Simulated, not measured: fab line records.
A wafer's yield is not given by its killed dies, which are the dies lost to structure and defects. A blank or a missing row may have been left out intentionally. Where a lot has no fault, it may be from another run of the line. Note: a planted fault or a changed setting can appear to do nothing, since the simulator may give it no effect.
fab line records	flow sfq_line
record: lots: 14	wafers: 42	last_day: 78
route steps=325 shown M4@158 I4@163 JJ@182
lots that met no fault: from a run of the same line without faults
start_h: hours from the record's opening day to when the first of the lot's shown wafers began	wait_h: hours elapsed since this lot's preceding step	" repeats the value in the row above	L1.1+2: one row covering several wafers at once	- value missing, or start not given	* or withheld: withheld	< > ~ a bound
route shown NAME@n: NAME is a module with steps in the file, n the number in the route of the first one	usual: average and standard deviation across the fault-free wafers	same: alike in all rows	chamber/n: place in a boat	sites: per-site readings	_std_site: standard deviation across them	_edge_site: the outer-site mean with the inner-site mean subtracted	radius_mm: for every site, how far away it sits from the centre of the wafer	mask NAME#n: copy n	behind: the last tool/chamber to shape the wafer	hold: cause of the lot's hold/its duration in hours/its outcome	device: transistor that didn't switch, given as n, p or np	end of line: the same wafers' tests at the end of the route	where a step has no rows: the recipe by itself	killed: count of dies lost to structure and defects at first sort (not the wafer's yield)	map: a wafer's dies, x killed, . not, _ none there
set.NAME: the run value of the setting; set.NAME@STEP: its run value at that earlier step	model.NAME: the simulator's own value behind a step, which no gauge read
the route's steps for a sample of lots (tables are steps, rows are wafers)
services: the hour from which a tool's chamber was out of use, counted from the record's first day as start_h (under 0 if before that day), plus the number of hours and why
== steps ==
step: SFQ_M4_OVL_MEAS_926
usual: M4_OVL: 0/6.5
lot.wafer	tool	chamber	start_h	wait_h	M4_OVL[nm]
L796.1	overlay-01	-	824.06	0.1	-3
L796.2	"	-	"	"	-5
L796.6	"	-	"	"	-11
L797.2	overlay-01	-	832.46	0.1	8
L797.3	"	-	"	"	4
L797.6	"	-	"	"	10
L804.2	overlay-02	-	903.91	0.1	8
L804.3	"	-	"	"	5
L804.4	"	-	"	"	5
L805.1	overlay-02	-	909.91	0.1	-12
L805.2	"	-	"	"	-7
L805.6	"	-	"	"	-12
L808.2	overlay-02	-	927.91	0.1	1
L808.3	"	-	"	"	-5
L808.6	"	-	"	"	-6
L810.1	overlay-01	-	937.51	0.1	4
L810.3	"	-	"	"	4
L810.4	"	-	"	"	-3
L811.3	overlay-01	-	953.01	0.1	-3
L811.4	"	-	"	"	9
L811.6	"	-	"	"	4
L812.1	overlay-01	-	962.60	0.1	-2
L812.3	"	-	"	"	-1
L812.6	"	-	"	"	6
L813.1	overlay-01	-	966.20	0.1	8
L813.3	"	-	"	"	7
L813.4	"	-	"	"	6
L814.1	overlay-01	-	974.60	0.1	-1
L814.2	"	-	"	"	-7
L814.4	"	-	"	"	8
L815.2	overlay-01	-	987.81	0.1	8
L815.4	"	-	"	"	6
L815.6	"	-	"	"	11
L816.1	overlay-01	-	996.20	0.1	6
L816.3	"	-	"	"	7
L816.4	"	-	"	"	9
L817.1	overlay-01	-	998.60	0.1	-7
L817.4	"	-	"	"	-11
L817.5	"	-	"	"	-7
L819.3	overlay-01	-	1008.21	0.1	-2
L819.4	"	-	"	"	-8
L819.6	"	-	"	"	0
step: SFQ_TRILAYER_I4_DEP_PECVD_099
recipe: material: SiO2	temp_c: 150	time_s: 111.11	pressure_torr: 2.4	rf_w: 183.3	precursor: SiH4/N2O	target_thk_nm: 500
usual: heater_power_outer_w: 26/5.7	heater_power_w: 78/11	throttle_valve_pct: 24.5/1.4
lot.wafer	tool	chamber	start_h	wait_h	heater_power_outer_w	heater_power_w	throttle_valve_pct
L796.1	pecvd-04	0	825.05	0.0	26	80	26.6
L796.2	"	1	"	"	21	66	24.3
L796.6	"	0	"	"	29	83	27.0
L797.2	pecvd-04	0	833.45	0.0	27	79	26.5
L797.3	"	1	"	"	26	74	24.5
L797.6	"	1	"	"	28	76	24.0
L804.2	pecvd-03	2	904.90	0.0	22	69	25.6
L804.3	"	0	"	"	25	79	22.3
L804.4	"	1	"	"	36	91	24.2
L805.1	pecvd-03	2	910.92	0.0	16	60	26.0
L805.2	"	1	"	"	37	96	24.2
L805.6	"	0	"	"	26	80	22.4
L808.2	pecvd-03	2	928.90	0.0	24	74	25.9
L808.3	"	0	"	"	20	70	22.1
L808.6	"	1	"	"	38	92	24.2
L810.1	pecvd-03	1	938.50	0.0	37	92	24.0
L810.3	"	2	"	"	21	67	26.0
L810.4	"	1	"	"	25	78	24.6
L811.3	pecvd-03	2	954.00	0.0	15	62	25.9
L811.4	"	2	"	"	18	65	25.9
L811.6	"	1	"	"	32	86	24.2
L812.1	pecvd-04	2	963.60	0.0	22	85	24.1
L812.3	"	1	"	"	28	73	22.5
L812.6	"	1	"	"	29	77	22.3
L813.1	pecvd-03	1	967.20	0.0	27	82	24.1
L813.3	"	0	"	"	25	79	22.7
L813.4	"	2	"	"	23	72	25.9
L814.1	pecvd-03	2	975.60	0.0	14	57	25.9
L814.2	"	0	"	"	28	81	22.4
L814.4	"	0	"	"	17	67	22.2
L815.2	pecvd-03	2	989.58	0.0	20	64	26.0
L815.4	"	1	"	"	33	89	24.2
L815.6	"	0	"	"	24	77	22.2
L816.1	pecvd-04	2	998.51	0.0	32	98	24.3
L816.3	"	1	"	"	25	70	22.6
L816.4	"	1	"	"	27	73	22.7
L817.1	pecvd-03	0	999.60	0.0	26	78	22.5
L817.4	"	0	"	"	27	82	22.2
L817.5	"	2	"	"	14	57	26.0
L819.3	pecvd-04	2	1009.98	0.0	23	86	24.2
L819.4	"	2	"	"	26	86	24.4
L819.6	"	0	"	"	27	83	25.4
step: SFQ_TRILAYER_I4_VIA_ETCH_VIA_ETCH_106
recipe: target: SiO2	stop_on: Nb	mask_material: PR	taper_deg: 20	chemistry: CHF3	target_depth_nm: 260	source_w: 500	bias_w: 80	pressure_mtorr: 30	time_s: withheld
usual: drypump_motor_current_A: 5.9/0.57	oes_product_au: 0.854/0.0053
lot.wafer	tool	chamber	start_h	wait_h	drypump_motor_current_A	oes_product_au
L796.1	rie_diel-03	2	937.80	0.0	6.3	0.857
L796.2	"	1	"	"	6.3	0.851
L796.6	"	0	"	"	6.2	0.855
L797.2	rie_diel-01	2	947.40	0.0	6.3	0.856
L797.3	"	1	"	"	6.0	0.855
L797.6	"	0	"	"	4.9	0.852
L804.2	rie_diel-03	3	1029.10	0.0	4.9	0.859
L804.3	"	1	"	"	6.4	0.851
L804.4	"	2	"	"	6.3	0.858
L805.1	rie_diel-03	1	1037.50	0.0	6.4	0.856
L805.2	"	2	"	"	6.3	0.857
L805.6	"	3	"	"	4.9	0.852
L808.2	rie_diel-01	0	1054.34	0.0	4.9	0.861
L808.3	"	2	"	"	6.3	0.847
L808.6	"	0	"	"	4.9	0.858
L810.1	rie_diel-03	0	1064.94	0.0	6.3	0.853
L810.3	"	2	"	"	6.3	0.862
L810.4	"	3	"	"	4.9	0.849
L811.3	rie_diel-01	0	1081.90	0.0	4.9	0.856
L811.4	"	1	"	"	6.0	0.860
L811.6	"	0	"	"	4.9	0.853
L812.1	rie_diel-04	1	1091.34	0.0	5.6	0.855
L812.3	"	2	"	"	6.7	0.853
L812.6	"	1	"	"	5.6	0.856
L813.1	rie_diel-03	3	1097.34	0.0	4.9	0.842
L813.3	"	0	"	"	6.3	0.851
L813.4	"	1	"	"	6.3	0.858
L814.1	rie_diel-04	3	1110.04	0.0	5.7	0.856
L814.2	"	1	"	"	5.7	0.848
L814.4	"	2	"	"	6.7	0.854
L815.2	rie_diel-04	0	1119.64	0.0	6.2	0.860
L815.4	"	1	"	"	5.6	0.851
L815.6	"	2	"	"	6.7	0.860
L816.1	rie_diel-01	0	1129.24	0.0	4.9	0.855
L816.3	"	3	"	"	6.0	0.860
L816.4	"	1	"	"	6.0	0.854
L817.1	rie_diel-03	3	1130.44	0.0	4.9	0.863
L817.4	"	1	"	"	6.4	0.856
L817.5	"	2	"	"	6.2	0.855
L819.3	rie_diel-04	0	1140.04	0.0	6.2	0.847
L819.4	"	2	"	"	6.6	0.854
L819.6	"	2	"	"	6.6	0.860
step: SFQ_TRILAYER_JJ_TRILAYER_DEP_SPUTTER_112
recipe: material: Nb	base_pressure_pa: 1.33e-06	chamber_pressure_pa: 0.1333	substrate_temp_c: 20	target_thk_nm: 170	power_w: 2000	time_s: 113.3
usual: throttle_valve_pct: 29.8/0.66
lot.wafer	tool	chamber	start_h	wait_h	throttle_valve_pct
L796.1	pvd_sputter-05	-	939.95	0.6	30.3
L796.2	"	-	"	"	29.7
L796.6	"	-	"	"	30.4
L797.2	pvd_sputter-06	-	949.41	0.5	27.9
L797.3	"	-	"	"	29.6
L797.6	"	-	"	"	29.6
L804.2	pvd_sputter-03	-	1031.13	0.5	30.1
L804.3	"	-	"	"	30.2
L804.4	"	-	"	"	31.1
L805.1	pvd_sputter-03	-	1039.51	0.5	30.8
L805.2	"	-	"	"	29.8
L805.6	"	-	"	"	29.6
L808.2	pvd_sputter-03	-	1056.35	0.5	29.5
L808.3	"	-	"	"	29.9
L808.6	"	-	"	"	29.7
L810.1	pvd_sputter-05	-	1066.95	0.5	29.6
L810.3	"	-	"	"	29.6
L810.4	"	-	"	"	29.7
L811.3	pvd_sputter-05	-	1083.91	0.5	30.4
L811.4	"	-	"	"	29.8
L811.6	"	-	"	"	30.3
L812.1	pvd_sputter-05	-	1093.35	0.5	30.0
L812.3	"	-	"	"	30.3
L812.6	"	-	"	"	29.6
L813.1	pvd_sputter-06	-	1099.35	0.5	29.9
L813.3	"	-	"	"	29.7
L813.4	"	-	"	"	28.6
L814.1	pvd_sputter-05	-	1112.05	0.5	30.5
L814.2	"	-	"	"	29.9
L814.4	"	-	"	"	30.1
L815.2	pvd_sputter-06	-	1121.65	0.5	29.4
L815.4	"	-	"	"	30.0
L815.6	"	-	"	"	29.6
L816.1	pvd_sputter-06	-	1131.25	0.5	29.4
L816.3	"	-	"	"	29.7
L816.4	"	-	"	"	28.4
L817.1	pvd_sputter-03	-	1132.47	0.5	29.4
L817.4	"	-	"	"	29.6
L817.5	"	-	"	"	29.2
L819.3	pvd_sputter-06	-	1142.05	0.5	28.1
L819.4	"	-	"	"	29.9
L819.6	"	-	"	"	29.5
step: SFQ_JJ_RS_MEAS_929
recipe: thk_meas_gauge: four-point-probe	reads: Nb_of_TRILAYER_JJ_TRILAYER_DEP_SPUTTER_112
usual: JJ_NB_RS: 1.053/0.015
lot.wafer	tool	chamber	start_h	wait_h	JJ_NB_RS[ohm/sq]
L796.1	film_metro-03	-	940.04	0.0	1.052
L796.2	"	-	"	"	1.059
L796.6	"	-	"	"	1.061
L797.2	film_metro-03	-	949.51	0.1	1.049
L797.3	"	-	"	"	1.058
L797.6	"	-	"	"	1.044
L804.2	film_metro-02	-	1031.23	0.1	1.019
L804.3	"	-	"	"	1.037
L804.4	"	-	"	"	1.054
L805.1	film_metro-04	-	1039.59	0.0	1.065
L805.2	"	-	"	"	1.433
L805.6	"	-	"	"	1.401
L808.2	film_metro-03	-	1056.45	0.1	1.386
L808.3	"	-	"	"	1.410
L808.6	"	-	"	"	1.414
L810.1	film_metro-02	-	1067.03	0.0	1.050
L810.3	"	-	"	"	1.042
L810.4	"	-	"	"	1.074
L811.3	film_metro-04	-	1084.03	0.1	1.050
L811.4	"	-	"	"	1.058
L811.6	"	-	"	"	1.057
L812.1	film_metro-02	-	1093.43	0.0	1.051
L812.3	"	-	"	"	1.052
L812.6	"	-	"	"	1.072
L813.1	film_metro-03	-	1099.43	0.0	1.058
L813.3	"	-	"	"	1.057
L813.4	"	-	"	"	1.051
L814.1	film_metro-03	-	1112.13	0.0	1.039
L814.2	"	-	"	"	1.048
L814.4	"	-	"	"	1.039
L815.2	film_metro-02	-	1121.75	0.1	1.035
L815.4	"	-	"	"	1.052
L815.6	"	-	"	"	1.055
L816.1	film_metro-03	-	1131.33	0.0	1.048
L816.3	"	-	"	"	1.068
L816.4	"	-	"	"	1.045
L817.1	film_metro-04	-	1132.55	0.0	1.041
L817.4	"	-	"	"	1.030
L817.5	"	-	"	"	1.023
L819.3	film_metro-03	-	1142.17	0.1	1.053
L819.4	"	-	"	"	1.052
L819.6	"	-	"	"	1.053
step: SFQ_TRILAYER_JJ_CE_ETCH_RIE_118
recipe: target: Nb	stop_on: Al2O3	mask_material: PR	taper_deg: 13.257	over_etch_frac: 0.15	time_s: 97.7	chemistry: SF6	target_depth_nm: 170	icp_w: 600	bias_w: 80	pressure_mtorr: 10
usual: drypump_motor_current_A: 6.17/0.24	he_backside_leak_sccm: 3.37/0.3	oes_product_au: 0.983/0.01
lot.wafer	tool	chamber	start_h	wait_h	drypump_motor_current_A	he_backside_leak_sccm	oes_product_au	rf_hours_counter_h
L796.1	rie_metal-04	1	1012.34	0.2	6.11	3.59	0.982	28
L796.2	"	1	"	"	6.09	3.70	0.967	-
L796.6	"	1	"	"	6.06	3.72	0.969	-
L797.2	rie_metal-04	1	1023.28	0.2	6.08	3.62	0.958	-
L797.3	"	1	"	"	6.08	3.66	0.962	-
L797.6	"	1	"	"	6.07	3.71	0.971	-
L804.2	rie_metal-04	1	1105.74	0.1	6.10	3.72	0.977	46
L804.3	"	1	"	"	6.07	3.62	0.974	-
L804.4	"	0	"	"	5.84	3.24	0.982	-
L805.1	rie_metal-01	0	1116.18	0.2	6.20	2.89	0.972	16
L805.2	"	0	"	"	6.17	2.85	0.831	-
L805.6	"	0	"	"	6.18	3.06	0.846	-
L808.2	rie_metal-03	0	1128.09	0.1	5.89	3.18	0.842	13
L808.3	"	1	"	"	6.59	3.29	0.846	-
L808.6	"	0	"	"	5.87	3.13	0.845	-
L810.1	rie_metal-01	1	1138.89	0.1	6.29	3.18	0.999	0
L810.3	"	0	"	"	6.21	3.35	0.990	-
L810.4	"	1	"	"	6.32	3.35	0.986	-
L811.3	rie_metal-03	1	1149.73	0.1	6.60	3.34	0.994	-
L811.4	"	0	"	"	5.88	3.22	0.997	-
L811.6	"	0	"	"	5.90	3.23	0.976	-
L812.1	rie_metal-01	1	1155.69	0.1	6.30	3.11	0.992	3
L812.3	"	1	"	"	6.30	3.13	0.992	-
L812.6	"	1	"	"	6.28	3.13	0.994	-
L813.1	rie_metal-03	1	1159.29	0.1	6.60	3.49	0.977	151
L813.3	"	1	"	"	6.60	3.24	0.993	-
L813.4	"	0	"	"	5.93	3.28	1.001	-
L814.1	rie_metal-01	0	1167.69	0.1	6.19	3.39	0.992	29
L814.2	"	1	"	"	6.35	3.38	0.998	6
L814.4	"	0	"	"	6.20	3.34	0.993	-
L815.2	rie_metal-04	0	1173.69	0.1	5.83	3.29	0.981	28
L815.4	"	0	"	"	5.82	3.18	0.967	-
L815.6	"	0	"	"	5.84	3.28	0.971	-
L816.1	rie_metal-04	1	1182.09	0.1	6.05	3.79	0.967	61
L816.3	"	1	"	"	6.06	3.86	0.975	-
L816.4	"	0	"	"	5.83	3.23	0.975	-
L817.1	rie_metal-04	1	1184.49	0.1	6.06	3.79	0.977	61
L817.4	"	1	"	"	6.09	3.75	0.966	-
L817.5	"	1	"	"	6.08	3.70	0.972	-
L819.3	rie_metal-03	0	1194.13	0.1	5.89	3.10	0.990	-
L819.4	"	1	"	"	6.61	3.14	0.982	-
L819.6	"	1	"	"	6.59	3.46	0.987	-
== services ==
tool	chamber	start_h	hours	kind
rie_diel-04	0	801.10	5.9	repair
rie_diel-03	-	807.06	2.8	pm
rie_metal-04	-	826.84	1.4	pm
pecvd-03	2	847.26	21.6	repair
pecvd-03	-	857.48	0.7	repair
rie_diel-03	2	864.69	9.1	repair
pecvd-04	1	884.91	6.1	repair
pvd_sputter-05	-	895.42	5.0	repair
pecvd-03	-	896.72	2.8	pm
pecvd-04	-	933.25	14.0	pm
pvd_sputter-06	-	952.90	5.7	repair
pvd_sputter-06	-	972.97	1.6	repair
rie_metal-04	1	980.50	10.8	repair
pvd_sputter-05	-	1006.07	26.3	repair
rie_diel-03	-	1006.47	0.3	repair
pecvd-04	0	1013.89	2.8	repair
rie_diel-03	1	1015.46	4.2	repair
rie_diel-03	-	1016.73	0.4	repair
pecvd-04	-	1047.00	1.1	repair
rie_metal-04	-	1066.67	2.8	pm
pvd_sputter-06	-	1091.98	2.0	repair
pvd_sputter-05	-	1108.72	1.8	repair
rie_diel-03	-	1124.80	0.4	repair
pvd_sputter-06	-	1167.44	7.3	repair
== key ==
first_sign: step: SFQ_JJ_RS_MEAS_929	reading: JJ_NB_RS	direction: up	sigmas: 24	usual: 1.053	struck: 1.409
effect: step: SFQ_TRILAYER_JJ_CE_ETCH_RIE_118	reading: oes_product_au	direction: down	sigmas: 14	usual: 0.983	struck: 0.842
met_at SFQ_TRILAYER_JJ_TRILAYER_DEP_SPUTTER_112
struck_lots L805,L808
struck_wafers L805.2,L805.6,L808.2,L808.3,L808.6
not_acting_at SFQ_M4_OVL_MEAS_926,SFQ_TRILAYER_I4_DEP_PECVD_099,SFQ_TRILAYER_I4_VIA_ETCH_VIA_ETCH_106
onset_between 1031.13 1039.51
fault: kind: process_parameter_drift	tool: pvd_sputter-03	chamber: -	onset_h: 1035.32	steps: SFQ_TRILAYER_JJ_TRILAYER_DEP_SPUTTER_112	channel: target_thk_nm	offset: -43.983	shape: step	end_h: 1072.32	scope: struck_wafers_only	acts_in: these_recipes_only	stated: 170
